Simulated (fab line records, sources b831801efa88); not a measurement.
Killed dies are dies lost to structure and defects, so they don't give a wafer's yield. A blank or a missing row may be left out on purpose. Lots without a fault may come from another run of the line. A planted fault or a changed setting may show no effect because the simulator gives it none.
Which tool did it? | flow sky130 | 12 lots, 36 wafers sampled, at 2 steps of a route of 708

WHAT THE GAUGES READ, wafer by wafer
SKY_VIA1_OVL_MEAS_13.
lot  | measured     | on         | VIA1_OVL (nm)
L940 | day 33 13:53 | overlay-02 | 2 1 12
L943 | day 35 11:10 | overlay-01 | 0 0 7
L945 | day 35 21:26 | overlay-01 | 5 -6 -1
L944 | day 35 22:05 | overlay-01 | -4 -8 -9
L946 | day 36 04:14 | overlay-02 | 5 8 8
L949 | day 37 07:44 | overlay-02 | 7 5 -1
L951 | day 37 20:50 | overlay-01 | 3 -3 -4
L952 | day 38 02:33 | overlay-02 | 1 8 7
L953 | day 38 07:25 | overlay-01 | 2 13 9
L957 | day 39 13:02 | overlay-02 | 1 -6 2
L958 | day 40 10:31 | overlay-01 | 12 9 8
L961 | day 40 19:19 | overlay-02 | -7 -3 3

WHICH TOOL RAN EACH LOT (tool, then ch and the chambers of the sampled wafers, then the start)
lot  | SKY_CONTACT_ETCH_18
L940 | rie_diel-03 ch 1,2,3, day 33 13:53 or earlier
L943 | rie_diel-01 ch 2,3, day 35 11:10 or earlier
L945 | rie_diel-03 ch 1,2, day 35 21:26 or earlier
L944 | rie_diel-02 ch 0,3, day 35 22:05 or earlier
L946 | rie_diel-03 ch 1,2,3, day 36 04:14 or earlier
L949 | rie_diel-02 ch 1,3, day 37 07:44 or earlier
L951 | rie_diel-01 ch 1,2,3, day 37 20:50 or earlier
L952 | rie_diel-03 ch 0,1, day 38 02:33 or earlier
L953 | rie_diel-03 ch 0,1,3, day 38 07:25 or earlier
L957 | rie_diel-03 ch 0,1,3, day 39 13:02 or earlier
L958 | rie_diel-02 ch 2,3, day 40 10:31 or earlier
L961 | rie_diel-03 ch 0,1,3, day 40 19:19 or earlier
- SKY_CONTACT_ETCH_18: etches Si3N4 in CHF3/O2, stops on TiN, time 39 s, target depth 75 nm.

WHAT THE TOOLS THEMSELVES READ (means of the sampled wafers that have a number; where no wafer has one, the mark that the record gives instead)
SKY_CONTACT_ETCH_18.
lot  | tool        | chamber_pressure_mTorr (mTorr) | drypump_motor_current_A (A) | oes_product_au (a.u.) | throttle_valve_pct (%)
L940 | rie_diel-03 | 39.99                          | 5.4                         | 0.856                 | 8.795
L943 | rie_diel-01 | 40.00                          | 5.7                         | 0.848                 | 8.791
L945 | rie_diel-03 | 39.95                          | 5.4                         | 0.858                 | 8.795
L944 | rie_diel-02 | 39.98                          | 5.5                         | 0.864                 | 8.798
L946 | rie_diel-03 | 40.01                          | 5.4                         | 0.854                 | 8.794
L949 | rie_diel-02 | 40.02                          | 5.5                         | 0.853                 | 8.800
L951 | rie_diel-01 | 39.95                          | 5.5                         | 0.843                 | 8.793
L952 | rie_diel-03 | 40.00                          | 6.2                         | 0.866                 | 8.799
L953 | rie_diel-03 | 40.00                          | 5.9                         | 0.855                 | 8.792
L957 | rie_diel-03 | 40.00                          | 5.9                         | 0.856                 | 8.790
L958 | rie_diel-02 | 39.99                          | 6.0                         | 0.854                 | 8.782
L961 | rie_diel-03 | 40.00                          | 5.9                         | 0.860                 | 8.791

THE ANSWER, worked out from the rows above alone
Rule: what is usual is taken from the lots themselves. Put in order of their means at a reading, lots are off if they are a third of the lots or fewer, leave a main group of 4 or more, and stand apart from it by a gap of 3 or more times the standard deviation of the main group's means; of several such gaps the widest counts. A main group whose means are all the same, to the digits that the tables above print for the reading, isn't used. A lot without any number at a reading at which 4 lots or more have one is off too. The other lots that the step has rows for count as sound. The gauges are gone through in route order, then the tools' own readings, and for those a lot's mean is taken as printed above. The first step at which some lot is off is used, and at that step the reading that is off furthest; a lot without a number counts as furthest.
No lot is off at any reading shown: from this, nothing can be told.

WHAT THE SIMULATOR HAD PUT IN
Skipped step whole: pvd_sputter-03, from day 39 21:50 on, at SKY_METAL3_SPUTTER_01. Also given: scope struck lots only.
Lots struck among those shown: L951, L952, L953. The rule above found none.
